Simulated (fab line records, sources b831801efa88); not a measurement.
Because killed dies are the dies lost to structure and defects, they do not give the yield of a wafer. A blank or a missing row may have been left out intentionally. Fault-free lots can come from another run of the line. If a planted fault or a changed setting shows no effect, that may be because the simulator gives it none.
2 desks looking at one fault ; flow sfq-line ; each desk holds nothing but its own numbers, with what lay behind them at the end

THE TOOL OWNER'S DESK: krf-scanner-02
The tool's own readings at SFQ_TRILAYER_I5_LITHO_EXPOSE_145 (exposes mask I5, target cd 700 nm): means of the sampled wafers that have a number, for each lot that ran on this tool. Any lot whose mean is over 4 standard deviations away from the usual mean is out of limits and marked OUT; that distance is given in the brackets.
Columns: A = exposure-dose-mJ-cm2 at SFQ_TRILAYER_I5_LITHO_EXPOSE_145, usual 21.298
lot;first seen here;A
L311;day 69 15:34;21.286
L313;day 70 03:34;21.313
L317;day 72 11:50;21.281
L318;day 72 13:02;20.809 (-23) OUT
L319;day 72 14:02;20.806 (-23) OUT
L320;day 72 15:14;20.823 (-23) OUT
This desk finds L318, L319, L320 out of limits, L318 being first, at day 72 13:02 (exposure-dose-mJ-cm2 at SFQ_TRILAYER_I5_LITHO_EXPOSE_145). L311, L313, L317: within limits.

METROLOGY DESK
Lot by lot, what the gauges showed, no matter which tool ran the lot: averages of those sampled wafers that carry a number. Any lot whose mean is over 4 standard deviations away from the usual mean is out of limits and marked OUT; that distance is given in the brackets.
Columns: A = R5_OVL at SFQ_R5_OVL_MEAS_935, usual -2 nm; B = I5_OVL at SFQ_I5_OVL_MEAS_936, usual 2 nm
lot;first seen here;A;B
L311;day 69 03:37;-4;2
L313;day 69 15:37;1;9
L314;day 70 07:13;-1;-3
L317;day 72 07:03;-2;-2
L318;day 72 10:52;2;6
L319;day 72 12:04;-1;5
L320;day 72 13:16;3;-0
Result from this desk: across the 7 lots, nothing is out of limits.

PUT TOGETHER
The tool owner's desk had the chance to raise an alarm at day 72 13:02 on L318, L319, L320.
The metrology desk saw nothing out of limits.
The metrology desk holds a record of L318, L319, L320, inside its limits.
SFQ_TRILAYER_I5_LITHO_EXPOSE_145 was run on krf-scanner-02 by each of the lots named.

WHAT HAD BEEN PUT IN BY THE SIMULATOR
Process parameter drift: krf-scanner-02, from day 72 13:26 on, at SFQ_TRILAYER_I5_LITHO_EXPOSE_145. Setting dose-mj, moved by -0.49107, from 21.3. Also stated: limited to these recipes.
Struck lots among those shown: L318, L319, L320.
